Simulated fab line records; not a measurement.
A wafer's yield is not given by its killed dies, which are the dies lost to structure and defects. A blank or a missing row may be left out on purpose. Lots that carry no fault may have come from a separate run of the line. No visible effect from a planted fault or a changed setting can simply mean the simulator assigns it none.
fab line records -- flow sfqLine
record: lots: 5, wafers: 23
route steps=325 shown M6@263 I6@271 M7@292 M8@319
startH: the number of hours between the record's first day and the start of the first shown wafer of the lot -- waitH: hours since the lot's step before -- " repeats the value in the row above -- L1.1+2: a single row standing in for several wafers -- - no value, or no start was given -- * or withheld: withheld -- < > ~ a bound
route shown NAME@n: a module of which the file shows steps, and the number in the route of the first -- usual: mean and standard deviation over wafers with no fault -- same: alike in all rows -- chamber/n: place in a boat -- sites: per-site readings -- _std_site: their standard deviation -- _edge_site: the outer-site mean with the inner-site mean subtracted -- radiusMm: how far each site lies from the wafer's centre -- mask NAME#n: copy n -- behind: tool/chamber where the wafer was last shaped -- hold: reason for holding the lot/hours on hold/outcome of the hold -- device: transistor that didn't switch, given as n, p or np -- end of line: tests run on the same wafers once the route is complete -- where a step has no rows: the recipe by itself -- killed: count of dies lost to structure and defects at first sort (not the wafer's yield) -- map: per-die view of a wafer (x killed, . not killed, _ where there is no die)
set.NAME: the setting the step ran with; set.NAME@STEP: the setting that earlier step ran with -- model.NAME: the simulator's own value behind a step, which no gauge read
lots with deliberately changed settings; one table per step, one row per wafer
== steps ==
step: SFQ_TRILAYER_M6_ETCH_METAL_ETCH_162
recipe: target: Nb, stopOn: SiO2, maskMaterial: PR, chemistry: Cl2/Ar, targetDepthNm: 240, icpW: 600, biasW: 80, pressureMtorr: 10, timeS: 120
lot.wafer,tool,chamber,startH,waitH,set.icpW,model.KrF_of_TRILAYER_M6_LITHO_COAT_159.thkNm
L079.1,rieMetal-03,0,1576.82,0.0,600,385.1
L079.2,rieMetal-03,1,1576.82,0.0,600,385.6
L079.5,rieMetal-03,1,1576.82,0.0,600,384.1
L080.1,rieMetal-03,0,1603.97,0.0,600,377.9
L080.2,rieMetal-03,1,1603.97,0.0,600,379
L080.3,rieMetal-03,1,1603.97,0.0,600,379.2
L080.5,rieMetal-03,1,1603.97,0.0,645.7,370.5
L080.6,rieMetal-03,0,1603.97,0.0,645.7,369.8
L081.1,rieMetal-02,0,1612.37,0.0,600,380.4
L081.2,rieMetal-02,1,1612.37,0.0,600,381
L081.3,rieMetal-02,0,1612.37,0.0,600,380.8
L081.4,rieMetal-02,1,1612.37,0.0,600,381.7
L081.5,rieMetal-02,1,1612.37,0.0,600,379.9
L083.2,rieMetal-03,1,1619.57,0.0,600,384.8
L083.3,rieMetal-03,1,1619.57,0.0,622,378.9
L083.4,rieMetal-03,0,1619.57,0.0,600,382.5
L083.5,rieMetal-03,1,1619.57,0.0,622,379.1
L083.6,rieMetal-03,0,1619.57,0.0,622,376.8
L084.1,rieMetal-02,0,1627.97,0.0,573.5,386.5
L084.2,rieMetal-02,1,1627.97,0.0,600,381.2
L084.3,rieMetal-02,0,1627.97,0.0,600,381.6
L084.4,rieMetal-02,1,1627.97,0.0,573.5,388.9
L084.6,rieMetal-02,0,1627.97,0.0,600,381.4
step: SFQ_TRILAYER_I6_VIA_LITHO_COAT_169
recipe: resist: KrF, spinRpm: 3000, resistThkNm: 650
lot.wafer,tool,chamber,startH,waitH,set.resistThkNm,model.KrF_of_TRILAYER_I6_VIA_LITHO_COAT_169.thkNm
L079.1,lithoTrack-02,0,1626.24,0.2,650,650
L079.2,lithoTrack-02,0,1626.24,0.2,650,650.4
L079.5,lithoTrack-02,0,1626.24,0.2,650,650.8
L080.1,lithoTrack-03,0,1641.24,0.2,671.3,670
L080.2,lithoTrack-03,0,1641.24,0.2,671.3,671.6
L080.3,lithoTrack-03,0,1641.24,0.2,650,649.8
L080.5,lithoTrack-03,0,1641.24,0.2,650,649.7
L080.6,lithoTrack-03,0,1641.24,0.2,650,649.6
L081.1,lithoTrack-01,0,1647.24,0.2,634.6,635.2
L081.2,lithoTrack-01,0,1647.24,0.2,650,652.4
L081.3,lithoTrack-01,0,1647.24,0.2,650,650.3
L081.4,lithoTrack-01,0,1647.24,0.2,650,649.2
L081.5,lithoTrack-01,0,1647.24,0.2,634.6,633.3
L083.2,lithoTrack-02,0,1652.11,0.2,620.6,620.6
L083.3,lithoTrack-02,0,1652.11,0.2,620.6,620.4
L083.4,lithoTrack-02,0,1652.11,0.2,650,649.4
L083.5,lithoTrack-02,0,1652.11,0.2,620.6,620.9
L083.6,lithoTrack-02,0,1652.11,0.2,650,649.6
L084.1,lithoTrack-02,0,1661.06,0.2,674,676.1
L084.2,lithoTrack-02,0,1661.06,0.2,674,674.7
L084.3,lithoTrack-02,0,1661.06,0.2,674,674.9
L084.4,lithoTrack-02,0,1661.06,0.2,650,653.5
L084.6,lithoTrack-02,0,1661.06,0.2,650,652.5
step: SFQ_TRILAYER_I6_VIA_BARC_OPEN_VIA_ETCH_235
recipe: maskMaterial: PR, chemistry: O2, targetDepthNm: 125, target: BARC, sourceW: 500, biasW: 80, pressureMtorr: 30, timeS: 41.7
lot.wafer,tool,chamber,startH,waitH,set.timeS,set.resistThkNm@TRILAYER_I6_VIA_LITHO_COAT_169,model.KrF_of_TRILAYER_I6_VIA_LITHO_COAT_169.thkNm
L079.1,rieDiel-04,1,1696.12,0.0,41.7,650,573.1
L079.2,rieDiel-04,3,1696.12,0.0,41.7,650,573.3
L079.5,rieDiel-04,2,1696.12,0.0,41.7,650,574.2
L080.1,rieDiel-04,1,1718.72,0.0,41.7,671.3,593.4
L080.2,rieDiel-04,2,1718.72,0.0,41.7,671.3,594.8
L080.3,rieDiel-04,0,1718.72,0.0,44.26,650,570.1
L080.5,rieDiel-04,0,1718.72,0.0,41.7,650,573
L080.6,rieDiel-04,3,1718.72,0.0,44.26,650,569.5
L081.1,rieDiel-04,3,1727.87,0.0,35.46,634.6,565.2
L081.2,rieDiel-04,1,1727.87,0.0,35.46,650,582.9
L081.3,rieDiel-04,2,1727.87,0.0,41.7,650,572.9
L081.4,rieDiel-04,0,1727.87,0.0,41.7,650,571.6
L081.5,rieDiel-04,3,1727.87,0.0,41.7,634.6,555.4
L083.2,rieDiel-04,1,1735.20,0.0,41.7,620.6,543.6
L083.3,rieDiel-04,2,1735.20,0.0,38.59,620.6,546.9
L083.4,rieDiel-04,2,1735.20,0.0,41.7,650,572.8
L083.5,rieDiel-04,1,1735.20,0.0,38.59,620.6,547.7
L083.6,rieDiel-04,0,1735.20,0.0,41.7,650,572.2
L084.1,rieDiel-03,2,1744.67,0.0,44.95,674,594.8
L084.2,rieDiel-03,1,1744.67,0.0,41.7,674,597.8
L084.3,rieDiel-03,0,1744.67,0.0,44.95,674,594
L084.4,rieDiel-03,3,1744.67,0.0,41.7,650,576.4
L084.6,rieDiel-03,2,1744.67,0.0,41.7,650,575.9
step: SFQ_TRILAYER_M7_BARC_OPEN_METAL_ETCH_229
recipe: maskMaterial: PR, chemistry: O2, targetDepthNm: 125, target: BARC, icpW: 600, biasW: 80, pressureMtorr: 10, timeS: 41.7
lot.wafer,tool,chamber,startH,waitH,set.icpW,model.KrF_of_TRILAYER_M7_LITHO_COAT_177.thkNm
L079.1,rieMetal-03,1,1779.47,0.0,600,523
L079.2,rieMetal-03,0,1779.47,0.0,600,523.2
L079.5,rieMetal-03,0,1779.47,0.0,600,521.8
L080.1,rieMetal-01,0,1802.37,0.0,600,525
L080.2,rieMetal-01,1,1802.37,0.0,651.4,520.7
L080.3,rieMetal-01,0,1802.37,0.0,600,526.2
L080.5+6,rieMetal-01,"1,0",1802.37,0.0,651.4,519
L081.1,rieMetal-01,1,1811.97,0.0,600,522.8
L081.2,rieMetal-01,0,1811.97,0.0,633.9,520.9
L081.3,rieMetal-01,1,1811.97,0.0,633.9,520.4
L081.4,rieMetal-01,0,1811.97,0.0,600,522.3
L081.5,rieMetal-01,0,1811.97,0.0,633.9,521.8
L083.2,rieMetal-03,1,1822.77,0.0,600,523.7
L083.3,rieMetal-03,1,1822.77,0.0,600,523.1
L083.4,rieMetal-03,0,1822.77,0.0,600,524.3
L083.5,rieMetal-03,1,1822.77,0.0,600,523.3
L083.6,rieMetal-03,0,1822.77,0.0,600,523.9
L084.1,rieMetal-03,1,1833.57,0.0,600,524.7
L084.2,rieMetal-03,0,1833.57,0.0,550.5,529.1
L084.3,rieMetal-03,0,1833.57,0.0,550.5,528.2
L084.4,rieMetal-03,1,1833.57,0.0,600,526.3
L084.6,rieMetal-03,0,1833.57,0.0,600,523.8
step: SFQ_TRILAYER_M7_ETCH_METAL_ETCH_180
recipe: target: Nb, stopOn: SiO2, maskMaterial: PR, chemistry: Cl2/Ar, targetDepthNm: 240, icpW: 600, biasW: 80, pressureMtorr: 10, timeS: 120
lot.wafer,tool,chamber,startH,waitH,set.icpW@TRILAYER_M7_BARC_OPEN_METAL_ETCH_229,model.KrF_of_TRILAYER_M7_LITHO_COAT_177.thkNm
L079.1,rieMetal-03,1,1779.53,0.0,600,380.2
L079.2,rieMetal-03,0,1779.53,0.0,600,379.6
L079.5,rieMetal-03,0,1779.53,0.0,600,380.1
L080.1,rieMetal-01,0,1802.43,0.0,600,387.1
L080.2,rieMetal-01,1,1802.43,0.0,651.4,379.7
L080.3,rieMetal-01,0,1802.43,0.0,600,389
L080.5,rieMetal-01,1,1802.43,0.0,651.4,379.3
L080.6,rieMetal-01,0,1802.43,0.0,651.4,380.6
L081.1,rieMetal-01,1,1812.03,0.0,600,382.4
L081.2,rieMetal-01,0,1812.03,0.0,633.9,380.9
L081.3,rieMetal-01,1,1812.03,0.0,633.9,379.6
L081.4,rieMetal-01,0,1812.03,0.0,600,383.2
L081.5,rieMetal-01,0,1812.03,0.0,633.9,382.5
L083.2,rieMetal-03,1,1822.83,0.0,600,381.7
L083.3,rieMetal-03,1,1822.83,0.0,600,381.9
L083.4,rieMetal-03,0,1822.83,0.0,600,383.1
L083.5,rieMetal-03,1,1822.83,0.0,600,382
L083.6,rieMetal-03,0,1822.83,0.0,600,382.9
L084.1,rieMetal-03,1,1833.63,0.0,600,383.4
L084.2,rieMetal-03,0,1833.63,0.0,550.5,388.4
L084.3,rieMetal-03,0,1833.63,0.0,550.5,386.6
L084.4,rieMetal-03,1,1833.63,0.0,600,384.5
L084.6,rieMetal-03,0,1833.63,0.0,600,382.2
step: SFQ_TRILAYER_M8_DEP_EVAP_197
recipe: material: Ti, angularSpreadDeg: 1, targetThkNm: 20, timeS: 100, powerW: 2000
lot.wafer,tool,chamber,startH,waitH,set.timeS,model.Ti_of_TRILAYER_M8_DEP_EVAP_197.thkNm
L079.1,pvdSputter-01,-,1971.40,0.0,100,19.96
L079.2,pvdSputter-01,-,1971.40,0.0,100,20.12
L079.5,pvdSputter-01,-,1971.40,0.0,100,20.07
L080.1,pvdSputter-02,-,1997.93,0.0,100,19.81
L080.2,pvdSputter-02,-,1997.93,0.0,100,19.86
L080.3,pvdSputter-02,-,1997.93,0.0,114.9,22.74
L080.5,pvdSputter-02,-,1997.93,0.0,114.9,22.89
L080.6,pvdSputter-02,-,1997.93,0.0,100,19.89
L081.1,pvdSputter-01,-,2011.13,0.0,100,20.13
L081.2,pvdSputter-01,-,2011.13,0.0,110.8,22.28
L081.3,pvdSputter-01,-,2011.13,0.0,110.8,22.37
L081.4,pvdSputter-01,-,2011.13,0.0,100,20.05
L081.5,pvdSputter-01,-,2011.13,0.0,100,20.24
L083.2,pvdSputter-02,-,2023.25,0.0,100,19.7
L083.3,pvdSputter-02,-,2023.25,0.0,100,19.65
L083.4,pvdSputter-02,-,2023.25,0.0,114.1,22.66
L083.5,pvdSputter-02,-,2023.25,0.0,114.1,22.53
L083.6,pvdSputter-02,-,2023.25,0.0,100,19.72
L084.1+3,pvdSputter-02,-,2031.65,0.0,100,19.85
L084.2,pvdSputter-02,-,2031.65,0.0,100,19.83
L084.4,pvdSputter-02,-,2031.65,0.0,100,20.08
L084.6,pvdSputter-02,-,2031.65,0.0,100,19.87
step: SFQ_TRILAYER_M8_DEP_EVAP_198
recipe: material: Pt, angularSpreadDeg: 1, targetThkNm: 50, timeS: 250, powerW: 2000
lot.wafer,tool,chamber,startH,waitH,set.timeS,model.Pt_of_TRILAYER_M8_DEP_EVAP_198.thkNm
L079.1,pvdSputter-01,-,1971.48,0.0,250,49.27
L079.2,pvdSputter-01,-,1971.48,0.0,250,49.34
L079.5,pvdSputter-01,-,1971.48,0.0,250,49.35
L080.1,pvdSputter-02,-,1998.00,0.0,250,49.99
L080.2,pvdSputter-02,-,1998.00,0.0,250,50.15
L080.3,pvdSputter-02,-,1998.00,0.0,250,49.8
L080.5,pvdSputter-02,-,1998.00,0.0,250,49.82
L080.6,pvdSputter-02,-,1998.00,0.0,250,50.02
L081.1,pvdSputter-01,-,2011.20,0.0,267.6,53.24
L081.2,pvdSputter-01,-,2011.20,0.0,267.6,52.7
L081.3,pvdSputter-01,-,2011.20,0.0,250,49.34
L081.4,pvdSputter-01,-,2011.20,0.0,250,49.19
L081.5,pvdSputter-01,-,2011.20,0.0,250,49.09
L083.2,pvdSputter-02,-,2023.33,0.0,236.8,46.77
L083.3,pvdSputter-02,-,2023.33,0.0,250,50.17
L083.4,pvdSputter-02,-,2023.33,0.0,236.8,47
L083.5,pvdSputter-02,-,2023.33,0.0,236.8,47.02
L083.6,pvdSputter-02,-,2023.33,0.0,250,50.01
L084.1,pvdSputter-02,-,2031.73,0.0,266.5,53.43
L084.2,pvdSputter-02,-,2031.73,0.0,250,49.72
L084.3,pvdSputter-02,-,2031.73,0.0,250,49.21
L084.4,pvdSputter-02,-,2031.73,0.0,266.5,53.27
L084.6,pvdSputter-02,-,2031.73,0.0,250,49.6
== key ==
split: step: SFQ_TRILAYER_M6_ETCH_METAL_ETCH_162, setting: icpW, stated: 600, by: wafer
response: step: SFQ_TRILAYER_M6_ETCH_METAL_ETCH_162, reading: model.KrF_of_TRILAYER_M6_LITHO_COAT_159.thkNm, change: -1.24, per: 1%, r: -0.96
split: step: SFQ_TRILAYER_I6_VIA_LITHO_COAT_169, setting: resistThkNm, stated: 650, by: wafer
response: step: SFQ_TRILAYER_I6_VIA_LITHO_COAT_169, reading: model.KrF_of_TRILAYER_I6_VIA_LITHO_COAT_169.thkNm, change: +6.36, per: 1%, r: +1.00
response: step: SFQ_TRILAYER_I6_VIA_BARC_OPEN_VIA_ETCH_235, reading: model.KrF_of_TRILAYER_I6_VIA_LITHO_COAT_169.thkNm, change: +6.03, per: 1%, r: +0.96
split: step: SFQ_TRILAYER_I6_VIA_BARC_OPEN_VIA_ETCH_235, setting: timeS, stated: 41.7, by: wafer
response none clear
split: step: SFQ_TRILAYER_M7_BARC_OPEN_METAL_ETCH_229, setting: icpW, stated: 600, by: wafer
response: step: SFQ_TRILAYER_M7_BARC_OPEN_METAL_ETCH_229, reading: model.KrF_of_TRILAYER_M7_LITHO_COAT_177.thkNm, change: -0.523, per: 1%, r: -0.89
response: step: SFQ_TRILAYER_M7_ETCH_METAL_ETCH_180, reading: model.KrF_of_TRILAYER_M7_LITHO_COAT_177.thkNm, change: -0.656, per: 1%, r: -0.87
split: step: SFQ_TRILAYER_M8_DEP_EVAP_197, setting: timeS, stated: 100, by: wafer
response: step: SFQ_TRILAYER_M8_DEP_EVAP_197, reading: model.Ti_of_TRILAYER_M8_DEP_EVAP_197.thkNm, change: +0.202, per: 1%, r: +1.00
split: step: SFQ_TRILAYER_M8_DEP_EVAP_198, setting: timeS, stated: 250, by: wafer
response: step: SFQ_TRILAYER_M8_DEP_EVAP_198, reading: model.Pt_of_TRILAYER_M8_DEP_EVAP_198.thkNm, change: +0.567, per: 1%, r: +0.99
